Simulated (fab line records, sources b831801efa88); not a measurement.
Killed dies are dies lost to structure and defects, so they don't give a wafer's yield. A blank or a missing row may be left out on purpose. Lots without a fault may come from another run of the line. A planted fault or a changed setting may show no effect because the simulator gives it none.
Tool commonality check | flow gf180mcu | 13 lots, 45 wafers sampled

WHY IT WAS OPENED
At GF_V5_THK_MEAS_01 the reading V5_CVD_00_THK is flagged on 2 of 13 lots. Wafers without a fault read 300.0 nm, standard deviation 2.5.
Rule: a lot is flagged when every wafer of it that has a number lies more than 4 standard deviations from that mean, or none has a number. The other lots count as sound.

lot  | measured     | on            | V5_CVD_00_THK (nm), wafer by wafer  | flag
L311 | day 26 03:46 | film_metro-04 | 307.7 304.1 306.3                   |
L312 | day 26 16:10 | film_metro-03 | 297.2 295.9 299.7                   |
L313 | day 26 23:49 | film_metro-04 | 297.0 299.5 297.6                   |
L315 | day 27 12:43 | film_metro-02 | 303.2 299.6 300.7                   |
L316 | day 28 00:43 | film_metro-02 | 302.2 302.1 301.6                   |
L317 | day 28 03:35 | film_metro-02 | 302.0 305.9 299.4                   |
L318 | day 28 14:38 | film_metro-04 | 304.2 302.5 301.4                   |
L319 | day 28 21:33 | film_metro-02 | 303.4 301.0 301.3                   |
L321 | day 29 13:05 | film_metro-04 | 599.3 597.7 597.3 598.7 598.0 598.4 | FLAGGED
L329 | day 31 18:16 | film_metro-02 | 601.9 593.8 597.5 601.5 593.7 597.4 | FLAGGED
L331 | day 32 02:43 | film_metro-02 | 297.5 296.4 296.5                   |
L333 | day 32 15:27 | film_metro-02 | 299.6 297.2 299.1                   |
L334 | day 32 22:46 | film_metro-02 | 296.8 295.4 301.5                   |
The numbers of the flagged lots are 597.9 nm on average: +297.9 nm against the usual, or +99 or more standard deviations.

WHICH TOOL RAN EACH LOT
The record holds 3 process steps before the reading, out of a route of 602 steps. In each cell: the tool, then ch and the chambers that the sampled wafers went through, then the start.
lot  | flag    | GF_V4_CMP_26                  | GF_MIM_STRIP_20                      | GF_V5_CVD_00
L311 |         | cmp-02 ch 0,1,3, day 24 07:36 | plasma_asher-04 ch 0,1, day 25 05:36 | hdpcvd-02 ch 0,1, day 26 03:43
L312 |         | cmp-01 ch 0,1,3, day 24 20:11 | plasma_asher-03 ch 0,1, day 25 18:04 | hdpcvd-01 ch 0,1,2, day 26 16:07
L313 |         | cmp-01 ch 1,2,3, day 25 04:40 | plasma_asher-04 ch 0,1, day 26 01:57 | hdpcvd-02 ch 0,1,2, day 26 23:46
L315 |         | cmp-01 ch 1,2, day 25 18:48   | plasma_asher-04 ch 0,1, day 26 16:11 | hdpcvd-01 ch 0,2, day 27 12:40
L316 |         | cmp-01 ch 1,2, day 26 06:27   | plasma_asher-04 ch 0,1, day 27 03:36 | hdpcvd-01 ch 1,2, day 28 00:39
L317 |         | cmp-01 ch 0,2,3, day 26 10:09 | plasma_asher-04 ch 0,1, day 27 06:23 | hdpcvd-02 ch 0,1,2, day 28 03:32
L318 |         | cmp-01 ch 0,1,2, day 26 21:29 | plasma_asher-03 ch 0,1, day 27 17:50 | hdpcvd-01 ch 1,2, day 28 14:34
L319 |         | cmp-02 ch 1,2, day 27 04:44   | plasma_asher-04 ch 0,1, day 28 01:05 | hdpcvd-02 ch 0,1, day 28 21:30
L321 | FLAGGED | cmp-01 ch 2,3, day 27 20:13   | plasma_asher-02 ch 0,1, day 28 16:30 | hdpcvd-02 ch 0,1,2, day 29 12:49
L329 | FLAGGED | cmp-02 ch 1,2,3, day 30 04:32 | plasma_asher-04 ch 0,1, day 30 23:08 | hdpcvd-01 ch 0,1,2, day 31 18:00
L331 |         | cmp-02 ch 1,2,3, day 30 13:23 | plasma_asher-02 ch 0,1, day 31 08:16 | hdpcvd-02 ch 0,1, day 32 02:40
L333 |         | cmp-01 ch 1,2, day 31 03:43   | plasma_asher-04 ch 0,1, day 31 21:54 | hdpcvd-01 ch 0,1, day 32 15:24
L334 |         | cmp-02 ch 0,2, day 31 11:35   | plasma_asher-04 ch 0,1, day 32 04:49 | hdpcvd-01 ch 0,1,2, day 32 22:43
What these steps do:
- GF_V4_CMP_26: polishes, stops on SiO2, t overpolish 15 s, target thk 0 nm.
- GF_MIM_STRIP_20: strips in O2/N2.
- GF_V5_CVD_00: deposits SiO2, target thk 300 nm, time 50 s.
- GF_V5_THK_MEAS_01

FLAGGED OVER TOTAL, TOOL BY TOOL (the gauges that took the reading come last)
step              | tool            | lots run | flagged | share of the flagged lots | sound lots run after its first flagged lot
GF_V4_CMP_26      | cmp-01          | 8        | 1       | some                      | 1 (L333)
GF_V4_CMP_26      | cmp-02          | 5        | 1       | some                      | 2 (L331,L334)
GF_MIM_STRIP_20   | plasma_asher-02 | 2        | 1       | some                      | 1 (L331)
GF_MIM_STRIP_20   | plasma_asher-03 | 2        | 0       | none                      | -
GF_MIM_STRIP_20   | plasma_asher-04 | 9        | 1       | some                      | 2 (L333,L334)
GF_V5_CVD_00      | hdpcvd-01       | 7        | 1       | some                      | 2 (L333,L334)
GF_V5_CVD_00      | hdpcvd-02       | 6        | 1       | some                      | 1 (L331)
GF_V5_THK_MEAS_01 | film_metro-02   | 8        | 1       | some                      | 3 (L331,L333,L334)
GF_V5_THK_MEAS_01 | film_metro-03   | 1        | 0       | none                      | -
GF_V5_THK_MEAS_01 | film_metro-04   | 4        | 1       | some                      | 0

WHAT THE TABLE ALLOWS
No row of the table ran every flagged lot.

WHAT THE SIMULATOR HAD PUT IN
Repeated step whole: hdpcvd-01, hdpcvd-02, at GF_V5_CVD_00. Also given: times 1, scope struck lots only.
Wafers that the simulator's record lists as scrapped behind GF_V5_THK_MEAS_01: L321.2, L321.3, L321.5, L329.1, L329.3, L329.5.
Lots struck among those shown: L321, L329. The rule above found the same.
